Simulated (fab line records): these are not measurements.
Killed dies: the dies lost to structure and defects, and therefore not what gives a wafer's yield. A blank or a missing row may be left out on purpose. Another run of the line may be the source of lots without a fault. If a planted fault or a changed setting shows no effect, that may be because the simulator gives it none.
fab line records	flow sky130
record lots=6	wafers=18	last_day=50
route steps=708 shown GATE_OXIDE@191 POLY_GATE@204 PAD_OPEN@708
lots that met no fault: from a run of the same line without faults
start_h: hours from the record's opening day to when the first of the lot's shown wafers began	wait_h: hours since the lot's step before	" unchanged from the row above	L1.1+2: several wafers, shown together as one row	- no value, or no start was given	* or withheld: withheld	< > ~ a bound
route shown NAME@n: NAME is a module with steps in the file, n the number in the route of the first one	usual: average and standard deviation across the fault-free wafers	same: alike in all rows	chamber/n: place in a boat	sites: readings site by site	_std_site: their standard deviation	_edge_site: the outer-site mean with the inner-site mean subtracted	radius_mm: for every site, how far away it sits from the centre of the wafer	mask NAME#n: copy n	behind: tool/chamber where the wafer was last shaped	hold: reason for holding the lot/hours on hold/outcome of the hold	device: the transistor (n, p or np) that didn't switch	end of line: tests run on the same wafers once the route is complete	a step with no rows: only its recipe	killed: dies that structure and defects cost at the first sort, which is not the same as the wafer's yield	map: the dies of a wafer, with x for killed, . for not killed, _ for no die there
set.NAME: the setting the step ran with; set.NAME@STEP: the setting that earlier step ran with	model.NAME: the simulator's own value behind a step, which no gauge read
lots seen at some steps along the route; tables by step, rows by wafer
services: when a tool's chamber went out of use (start_h, in hours from the record's first day, below 0 if earlier), for how many hours, and the reason
## steps
# step SKY_GATE_OXIDE_HMDS_04
# recipe prime_time_s=60	prime_temp_c=120
# step SKY_GATE_OXIDE_COAT_05
# recipe resist=NOVOLAK	spin_rpm=3000	resist_thk_nm=1140
# step SKY_GATE_OXIDE_SOFTBAKE_06
# recipe temp_c=90	time_s=60	resist=NOVOLAK
# step SKY_GATE_OXIDE_EXPOSE_07
# recipe mask_id=LVOM	na=0.6	source_shape=conventional	sigma_outer=0.6	polarization=unpolarized	target_cd_nm=600	dose_mj=170
# step SKY_GATE_OXIDE_PEB_08
# recipe temp_c=withheld	time_s=*	resist=NOVOLAK
# step SKY_GATE_OXIDE_DEVELOP_09
# recipe resist=NOVOLAK	developer=TMAH	develop_time_s=60	dev_temp_c=22.6
# step SKY_GATE_OXIDE_OVL_MEAS_10
# usual GATE_OXIDE_OVL=0.6/1.5
lot.wafer	tool	chamber	start_h	wait_h	GATE_OXIDE_OVL[nm]
L272.2	overlay-02	-	381.11	0.1	1.5
L272.4	"	-	"	"	-0.5
L272.5	"	-	"	"	2.9
L274.2	overlay-01	-	393.16	0.1	0.0
L274.3	"	-	"	"	-1.9
L274.4	"	-	"	"	-1.4
L284.2	overlay-01	-	474.81	0.1	-1.6
L284.3	"	-	"	"	-0.4
L284.6	"	-	"	"	-0.5
L285.1	overlay-01	-	481.03	0.1	-0.7
L285.4	"	-	"	"	0.5
L285.5	"	-	"	"	-2.1
L286.1	overlay-01	-	497.81	0.1	0.1
L286.3	"	-	"	"	1.4
L286.5	"	-	"	"	0.2
L287.1	overlay-02	-	502.53	0.1	1.6
L287.2	"	-	"	"	0.7
L287.3	"	-	"	"	0.3
# step SKY_GATE_OXIDE_IMPLANT_11
# recipe species=B	energy_kev=10	dose_cm2=2.6e+12	tilt_deg=withheld
# step SKY_GATE_OXIDE_WET_ETCH_12
# recipe chemistry=dHF	target_depth_nm=16.8	dry=n2_spin	target=SiO2	dilution=100:1	temp_c=25	time_s=336
# step SKY_GATE_OXIDE_STRIP_13
# recipe chemistry=O2/N2	power_w=1400	pressure_mtorr=1500	platen_temp_c=withheld	o2_flow_sccm=3000	n2_flow_sccm=300	overash_fraction=0.5
# usual drypump_motor_current_A=6.0/0.35	oes_product_au=0.716/0.0043	strip_time_to_endpoint_s=14.20/0.039
# same overash_fraction=0.5
lot.wafer	tool	chamber	start_h	wait_h	drypump_motor_current_A	oes_product_au	rf_hours_counter_h	strip_time_to_endpoint_s
L272.2	plasma_asher-03	1	381.39	0.0	6.4	0.723	69	14.11
L272.4	"	1	"	"	6.4	0.713	-	14.12
L272.5	"	0	"	"	5.7	0.720	-	14.14
L274.2	plasma_asher-04	1	393.45	0.0	5.8	0.723	57	14.21
L274.3	"	1	"	"	5.8	0.706	-	14.21
L274.4	"	0	"	"	6.3	0.713	-	14.28
L284.2	plasma_asher-03	1	475.10	0.0	6.4	0.716	78	14.16
L284.3	"	0	"	"	5.7	0.726	-	14.21
L284.6	"	0	"	"	5.7	0.723	-	14.15
L285.1	plasma_asher-04	1	481.32	0.0	5.8	0.710	66	14.18
L285.4	"	0	"	"	6.4	0.719	-	14.21
L285.5	"	0	"	"	6.4	0.714	-	14.21
L286.1	plasma_asher-04	0	498.10	0.0	6.4	0.713	68	14.22
L286.3	"	1	"	"	5.8	0.704	-	14.19
L286.5	"	0	"	"	6.4	0.722	-	14.16
L287.1	plasma_asher-02	1	502.82	0.0	5.4	0.721	33	14.17
L287.2	"	0	"	"	6.0	0.722	33	14.18
L287.3	"	1	"	"	5.4	0.712	-	14.19
# step SKY_GATE_OXIDE_TW_MEAS_14
# usual GATE_OXIDE_TW=225.1/1.4
lot.wafer	tool	chamber	start_h	wait_h	GATE_OXIDE_TW
L272.2	film_metro-03	-	381.50	0.1	225.3
L272.4	"	-	"	"	223.7
L272.5	"	-	"	"	224.8
L274.2	film_metro-02	-	393.56	0.1	226.4
L274.3	"	-	"	"	227.1
L274.4	"	-	"	"	226.1
L284.2	film_metro-01	-	475.21	0.1	223.8
L284.3	"	-	"	"	223.7
L284.6	"	-	"	"	223.9
L285.1	film_metro-03	-	481.42	0.1	225.4
L285.4	"	-	"	"	224.8
L285.5	"	-	"	"	225.9
L286.1	film_metro-02	-	498.20	0.1	226.2
L286.3	"	-	"	"	226.7
L286.5	"	-	"	"	227.2
L287.1	film_metro-01	-	502.92	0.1	223.5
L287.2	"	-	"	"	222.7
L287.3	"	-	"	"	223.9
# step SKY_GATE_OXIDE_CLEAN_15
# recipe chemistry=SC1/SC2	mix=1:4:20	temp_c=70	time_s=150	dry=n2_spin
# step SKY_GATE_OXIDE_OXIDATION_16
# recipe temp_c=800	ambient=O2	idle_temp_c=700	ramp_up_c_per_min=10	ramp_down_c_per_min=3	stabilise_s=600	purge_s=300	target_thk_a=35.7	ox_time_s=1915
# usual zone_power_centre_pct=13.1/0.55	zone_power_lower_pct=13.7/0.64	zone_power_upper_pct=13.3/0.76
lot.wafer	tool	chamber	start_h	wait_h	zone_power_centre_pct	zone_power_lower_pct	zone_power_upper_pct	model.SiO2_of_GATE_OXIDE_OXIDATION_01.thk_nm
L272.2	furnace-02	0	382.15	0.5	12.4	14.6	14.3	11.73
L272.4	"	0	"	"	12.5	14.7	14.4	11.76
L272.5	"	0	"	"	12.2	14.3	14.3	11.81
L274.2	furnace-02	0	395.04	1.4	12.6	14.5	14.1	11.62
L274.3	"	0	"	"	12.1	14.4	14.2	11.57
L274.4	"	0	"	"	12.3	14.6	14.1	11.54
L284.2	furnace-02	0	475.31	0.0	12.3	14.3	14.3	12.45
L284.3	"	0	"	"	12.4	14.4	14.1	12.52
L284.6	"	0	"	"	12.5	14.4	14.2	12.49
L285.1	furnace-02	0	481.54	0.0	12.4	14.3	14.2	12.18
L285.4	"	0	"	"	12.4	14.5	14.1	12.21
L285.5	"	0	"	"	12.6	14.4	14.0	12.26
L286.1	furnace-01	0	498.31	0.0	13.5	13.1	12.8	11.81
L286.3	"	0	"	"	13.3	13.2	12.4	11.66
L286.5	"	0	"	"	13.6	13.3	12.7	11.57
L287.1	furnace-01	0	503.03	0.0	13.5	13.3	12.7	11.55
L287.2	"	0	"	"	13.4	13.3	12.6	11.54
L287.3	"	0	"	"	13.7	13.1	12.6	11.62
# step SKY_POLY_GATE_CVD_00
# recipe material=poly-Si	target_thk_nm=180	temp_c=620	time_s=720	pressure_mtorr=200
# step SKY_PAD_OPEN_PROBE_99
# usual killed_at_M0_to_M3=44/6.8	killed_at_M4_up=2.9/1.7	killed_at_contacts=24/5.2	killed_at_front_end=15/4	killed_at_other=0.2/0.44	killed_dies=86/9.9	killed_open=47/7.9	killed_short=39/6.3
# same gross_dies=492	killed_at_back_side=0
lot.wafer	tool	chamber	start_h	wait_h	killed_at_M0_to_M3	killed_at_M4_up	killed_at_contacts	killed_at_front_end	killed_at_other	killed_dies	killed_open	killed_short	model.etest.nfet_16v.r_on_ohm_um	model.etest.pfet_01v8.r_on_ohm_um	model.etest.tip_sonos.rs_ohm_sq	model.etest.pfet_g5v0d10v5.r_on_ohm_um	model.etest.nfet_01v8.r_on_ohm_um	model.etest.nfet_01v8_lvt.drive_ua_um	model.etest.nfet_01v8_turned.drive_ua_um	model.etest.nfet_01v8_swapped.drive_ua_um
L272.2	prober-01	-	1127.60	0.1	45	2	22	9	2	80	42	38	1.379e+04	2920	2662	4739	825	573.9	502.8	501.8
L272.4	prober-01	-	1127.70	0.2	40	1	17	15	2	75	41	34	1.403e+04	2874	2656	4677	825.8	575.5	498.5	503.3
L272.5	prober-01	-	1127.75	0.2	38	3	15	16	0	72	39	33	1.41e+04	2869	2682	4713	817.1	579.1	506.5	510
L274.2	prober-01	-	1140.74	0.1	47	5	23	8	0	83	32	51	1.406e+04	2834	2670	4758	797.3	594.9	525.4	519
L274.3	prober-01	-	1140.79	0.2	44	2	31	11	0	88	46	42	1.429e+04	2984	2634	4783	839.3	578.7	505.6	505.5
L274.4	prober-01	-	1140.84	0.2	53	5	29	17	0	104	65	39	1.42e+04	2835	2620	4712	810.2	593.7	519.7	518.9
L284.2	prober-01	-	1190.35	0.1	51	1	19	20	0	91	50	41	1.45e+04	3137	2896	4870	979	469.5	397.5	394.3
L284.3	prober-01	-	1190.40	0.2	41	3	22	15	0	81	43	38	1.44e+04	3170	2928	4941	985.6	463.9	395.3	393.9
L284.6	prober-01	-	1190.55	0.2	46	2	25	22	1	96	49	47	1.468e+04	3222	2885	4954	987.9	463	399.8	393.7
L285.1	prober-02	-	1192.84	0.1	37	4	33	18	0	92	54	38	1.446e+04	3217	2787	4894	968.6	477	403.3	401.8
L285.4	prober-02	-	1192.99	0.2	49	1	18	19	0	87	47	40	1.442e+04	3149	2811	4790	948.7	478.8	412.6	413.9
L285.5	prober-02	-	1193.04	0.2	40	3	23	14	0	80	42	38	1.452e+04	3219	2802	4890	977.2	471	401.2	399.5
L286.1	prober-01	-	1198.24	0.1	55	4	27	10	0	96	59	37	1.412e+04	2820	2683	4764	836.6	574.9	499.5	500.5
L286.3	prober-01	-	1198.34	0.2	37	3	24	17	0	81	47	34	1.395e+04	2803	2649	4768	844.6	572.1	499.1	499.2
L286.5	prober-01	-	1198.44	0.2	50	4	22	15	0	91	57	34	1.397e+04	2778	2605	4642	838.1	574.4	503.9	500.3
L287.1	prober-02	-	1202.69	0.1	50	5	27	18	1	101	59	42	1.404e+04	2873	2607	4757	831.1	577	500.5	499.4
L287.2	prober-02	-	1202.74	0.1	43	3	20	17	0	83	52	31	1.396e+04	2945	2577	4742	872.5	547	475.1	469.9
L287.3	prober-02	-	1202.79	0.2	43	2	26	17	0	88	56	32	1.393e+04	2922	2605	4722	850.1	559	485	481.5
# killed by level:class
L272.2 VIA1:geometric_particle:open=8 VIA2:geometric_particle:open=8 VIA3:geometric_particle:open=8 CONTACT:geometric_particle:open=7 LOCAL_INTERCONNECT:geometric_particle:short=6 CONTACT:geometric_particle:short=4 METAL1:geometric_particle:short=4 VIA1:geometric_particle:short=4
L272.4 VIA1:geometric_particle:open=11 FIELD_ISO:geometric_particle:open=6 LI_CONTACT:geometric_particle:open=6 VIA1:geometric_particle:short=5 VIA2:geometric_particle:open=5 VIA3:geometric_particle:short=5 CONTACT:geometric_particle:short=4 VIA3:geometric_particle:open=4
L272.5 VIA3:geometric_particle:open=10 CONTACT:geometric_particle:open=7 METAL2:geometric_particle:short=6 VIA1:geometric_particle:open=5 POLY_GATE:geometric_particle:open=4 SPACER:geometric_particle:short=4 CONTACT:geometric_particle:short=3 LOCAL_INTERCONNECT:geometric_particle:open=3
L274.2 CONTACT:geometric_particle:short=11 METAL2:geometric_particle:short=10 VIA1:geometric_particle:open=6 VIA3:geometric_particle:open=6 LI_CONTACT:geometric_particle:open=5 VIA2:geometric_particle:open=5 METAL3:geometric_particle:short=5 METAL4:geometric_particle:short=5
L274.3 CONTACT:geometric_particle:open=13 VIA1:geometric_particle:open=12 CONTACT:geometric_particle:short=8 VIA3:geometric_particle:open=6 METAL2:geometric_particle:short=6 LI_CONTACT:geometric_particle:open=5 FIELD_ISO:geometric_particle:open=4 LOCAL_INTERCONNECT:geometric_particle:short=4
L274.4 CONTACT:geometric_particle:open=13 VIA3:geometric_particle:open=12 VIA1:geometric_particle:open=10 LI_CONTACT:geometric_particle:open=8 VIA2:geometric_particle:open=8 METAL2:geometric_particle:short=6 FIELD_ISO:geometric_particle:short=4 FIELD_ISO:geometric_particle:open=4
L284.2 VIA1:geometric_particle:open=13 FIELD_ISO:geometric_particle:open=8 VIA2:geometric_particle:open=8 LI_CONTACT:geometric_particle:open=7 VIA3:geometric_particle:short=7 CONTACT:geometric_particle:open=7 POLY_GATE:geometric_particle:short=6 VIA1:geometric_particle:short=5
L284.3 VIA3:geometric_particle:open=10 LI_CONTACT:geometric_particle:open=8 VIA3:geometric_particle:short=7 VIA1:geometric_particle:open=6 POLY_GATE:geometric_particle:short=5 POLY_GATE:geometric_particle:open=5 CONTACT:geometric_particle:open=5 VIA1:geometric_particle:short=5
L284.6 CONTACT:geometric_particle:open=10 VIA3:geometric_particle:open=9 POLY_GATE:geometric_particle:open=7 VIA2:geometric_particle:short=7 FIELD_ISO:geometric_particle:short=6 METAL1:geometric_particle:short=6 VIA1:geometric_particle:open=6 VIA2:geometric_particle:open=6
L285.1 CONTACT:geometric_particle:open=12 VIA3:geometric_particle:open=9 VIA1:geometric_particle:open=8 VIA2:geometric_particle:open=7 LI_CONTACT:geometric_particle:open=7 FIELD_ISO:geometric_particle:short=6 FIELD_ISO:geometric_particle:open=6 CONTACT:geometric_particle:short=6
L285.4 VIA1:geometric_particle:open=11 VIA2:geometric_particle:open=9 METAL1:geometric_particle:short=8 CONTACT:geometric_particle:open=7 VIA3:geometric_particle:open=7 POLY_GATE:geometric_particle:short=6 FIELD_ISO:geometric_particle:open=4 FIELD_ISO:geometric_particle:short=4
L285.5 CONTACT:geometric_particle:open=12 VIA2:geometric_particle:open=8 METAL1:geometric_particle:short=7 VIA1:geometric_particle:open=6 CONTACT:geometric_particle:short=6 POLY_GATE:geometric_particle:short=5 VIA3:geometric_particle:open=5 POLY_GATE:geometric_particle:open=4
L286.1 VIA1:geometric_particle:open=15 VIA3:geometric_particle:open=10 LI_CONTACT:geometric_particle:open=9 VIA2:geometric_particle:open=8 CONTACT:geometric_particle:open=6 CONTACT:geometric_particle:short=6 METAL1:geometric_particle:short=6 FIELD_ISO:geometric_particle:open=5
L286.3 VIA2:geometric_particle:open=10 LI_CONTACT:geometric_particle:open=8 POLY_GATE:geometric_particle:open=6 VIA1:geometric_particle:open=6 FIELD_ISO:geometric_particle:short=5 CONTACT:geometric_particle:open=5 CONTACT:geometric_particle:short=5 VIA3:geometric_particle:open=5
L286.5 VIA1:geometric_particle:open=14 CONTACT:geometric_particle:open=10 POLY_GATE:geometric_particle:open=8 VIA3:geometric_particle:open=7 LI_CONTACT:geometric_particle:open=6 VIA1:geometric_particle:short=6 VIA2:geometric_particle:open=6 METAL2:geometric_particle:short=4
L287.1 VIA1:geometric_particle:open=14 CONTACT:geometric_particle:open=11 LI_CONTACT:geometric_particle:open=8 FIELD_ISO:geometric_particle:open=6 VIA3:geometric_particle:open=6 VIA3:geometric_particle:short=5 VIA1:geometric_particle:short=5 VIA2:geometric_particle:open=5
L287.2 VIA1:geometric_particle:open=11 CONTACT:geometric_particle:open=7 VIA1:geometric_particle:short=7 METAL1:geometric_particle:open=6 VIA2:geometric_particle:open=6 FIELD_ISO:geometric_particle:open=4 LI_CONTACT:geometric_particle:open=4 CONTACT:geometric_particle:short=4
L287.3 VIA1:geometric_particle:open=11 CONTACT:geometric_particle:open=9 VIA3:geometric_particle:open=8 POLY_GATE:geometric_particle:open=7 LOCAL_INTERCONNECT:geometric_particle:short=7 LI_CONTACT:geometric_particle:open=5 METAL1:geometric_particle:short=5 VIA2:geometric_particle:open=4
## services
tool	chamber	start_h	hours	kind
plasma_asher-04	-	378.97	2.8	pm
plasma_asher-03	-	416.80	2.8	pm
furnace-02	-	458.19	4.1	pm
plasma_asher-02	-	460.86	2.0	repair
furnace-01	-	470.28	3.5	pm
plasma_asher-03	-	479.09	0.7	repair
plasma_asher-02	-	485.50	0.8	repair
plasma_asher-03	-	498.32	3.3	repair
## key
first_sign none at tools or gauges
model_effect step=SKY_GATE_OXIDE_OXIDATION_16	value=SiO2_of_GATE_OXIDE_OXIDATION_01.thk_nm	without=11.63	struck=12.35
model_effect step=SKY_PAD_OPEN_PROBE_99	value=etest.nfet_16v.r_on_ohm_um	without=1.412e+04	struck=1.45e+04
met_at SKY_GATE_OXIDE_OXIDATION_16
struck_wafers L284.2,L284.3,L284.6,L285.1,L285.4,L285.5
tester_left_out L284,L285
onset_between 395.04 475.31
fault kind=process_parameter_drift	tool=furnace-02	chamber=-	onset_h=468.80	steps=SKY_GATE_OXIDE_OXIDATION_16	channel=ox_time_s	offset=*	shape=step	end_h=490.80	acts_in=*	stated=*
# tester_left_out: of these lots the tester's yield and bins aren't shown, on N5 and GAA mostly nor the transistor test; their killed dies are dies lost to structure and defects alone, not to doping, threshold or leakage, so they don't give the yield
